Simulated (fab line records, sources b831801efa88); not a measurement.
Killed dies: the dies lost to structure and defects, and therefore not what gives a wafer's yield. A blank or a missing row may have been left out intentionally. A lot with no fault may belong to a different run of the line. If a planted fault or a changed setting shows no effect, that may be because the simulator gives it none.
A struck lot beside a sound one -- flow sky130 -- 17 steps out of a route of 708
Sound: the wafers L853.2, L853.5, L853.6. The struck wafers were L860.2, L860.4, L860.6. The cause comes at the end.
For every step that has rows: the tool of each side, followed by ch and its chambers, followed by its first start. Under that, the readings that differ: sound wafers -- struck wafers -- difference of the means -- sigmas: that difference in standard deviations of wafers without a fault.
alike: a reading whose means differ by less than 2 such deviations, as well as words and numbers matching on both sides. not compared: withheld readings; readings where some wafer has no value; bounds like >300 that might hide an equal value; numbers whose values overlap and for which the record gives no deviation.
Wherever a step has rows on one side only, a row that says differs or no value, or a row with sigmas, the two part there. Numbers that have no deviation but don't overlap get no sigmas and don't part them. Lack of a reading on every wafer of one side parts them only where that side has two or more wafers.

first, 5 steps without rows for these wafers: SKY_SD_N_COAT_02 (resist thk 1140 nm); SKY_SD_N_SOFTBAKE_03 (time 60 s); SKY_SD_N_EXPOSE_04 (exposes mask NSDM, target cd 380 nm); SKY_SD_N_PEB_05; SKY_SD_N_DEVELOP_06 (develop time 60 s).
SKY_SD_N_CD_MEAS_07 targets a cd of 380 nm.
  sound on cd sem-02 at day 29 16:11; struck on cd sem-01 at day 31 18:53
  alike: cd nm
SKY_SD_N_OVL_MEAS_08:
  sound on overlay-02 at day 29 16:17; struck on overlay-02 at day 31 18:59
  alike: SD_N_OVL
then, 2 steps without rows for these wafers: SKY_SD_N_IMPLANT_09; SKY_SD_N_IMPLANT_10.
SKY_SD_N_STRIP_11: strips in O2/N2.
  sound on plasma asher-03 ch 0,1, day 29 16:37; struck on plasma asher-01 ch 0,1, day 31 19:19
  alike: chamber pressure mTorr, drypump motor current A, oes product au, strip time to endpoint s
  not compared: rf hours counter h
SKY_SD_N_TW_MEAS_12:
  sound on film metro-02 at day 29 16:44; struck on film metro-02 at day 31 19:26
  alike: SD_N_TW
then, 1 step without rows for these wafers: SKY_SD_N_CLEAN_13 (cleans in SC1/SC2, time 150 s).
SKY_SD_N_RTA_14: time 2 s.
  sound on rtp anneal-02 ch 0, day 29 16:51; struck on rtp anneal-02 ch 0, day 31 19:32
reading,sound,struck,difference,sigmas
lamp power pct (%),15.73 15.83 15.69,15.29 15.28 15.27,-0.47,-9
  alike: ramp up c per s, wafer_temp_C_max
SKY_SD_N_RS_MEAS_16: the measuring method here is four-point-probe.
  sound on film metro-03 at day 29 17:02; struck on film metro-03 at day 31 19:43
reading,sound,struck,difference,sigmas
SD_N_RS (ohm/sq),68.76 68.66 68.68,70.66 70.75 70.82,+2.04,+17
SKY_SD_N_RS_MEAS_17: the measuring method here is four-point-probe.
  sound on film metro-03 at day 29 17:09; struck on film metro-03 at day 31 19:50
reading,sound,struck,difference,sigmas
SD_P_RS (ohm/sq),147.3 147.2 147.2,158.2 159.1 158.4,+11.3,+27
SKY_SD_N_RS_MEAS_18: the measuring method here is four-point-probe.
  sound on film metro-03 at day 29 17:16; struck on film metro-03 at day 31 19:58
  alike: RES_XHIGH_RS
-- here the record skips 17 days between the struck wafers' starts before and after, leaving off in module SD_N and picking up in module PAD_OPEN (first step shown: number 708 of the route) --
SKY_PAD_OPEN_PROBE_99:
  sound on prober-02 at day 47 02:06; struck on prober-02 at day 48 15:11
reading,sound,struck,difference,sigmas
killed_at_M4_up,0 3 1,3 5 8,+4,+2
model.etest.res xhigh po.line ohm um,5404 5547 5406,6344 6372 6268,+876,
model.etest.res xhigh po.rs ohm sq,1923 1967 1917,2201 2228 2177,+266,
model.etest.pfet_01v8.r on ohm um,3003 2998 2974,3051 3072 3060,+69,
model.etest.res pdiff.line ohm um,1352 1334 1324,1458 1491 1478,+139,
model.etest.res high po.line ohm um,718.3 742.9 726.3,811.3 820 793.6,+79.1,
model.etest.licon high po.rc ohm,338.6 338.8 336.5,418.4 399.1 408.7,+70.8,
model.etest.res ndiff.line ohm um,769.4 774 756,793 802.8 788.9,+28,
model.etest.licon pdiff.rc ohm,577.5 569.8 577.3,605.6 616.6 622.9,+40.2,
  alike: killed_at_M0_to_M3, killed at contacts, killed at front end, killed at other, killed dies, killed open, killed short

## WHERE THEY PART
First at SKY_SD_N_RTA_14; last, within this record, at SKY_PAD_OPEN_PROBE_99.

WHY: whatever the simulator had introduced
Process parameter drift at SKY_SD_N_RTA_14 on rtp anneal-02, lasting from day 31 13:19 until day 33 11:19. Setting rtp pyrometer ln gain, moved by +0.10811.
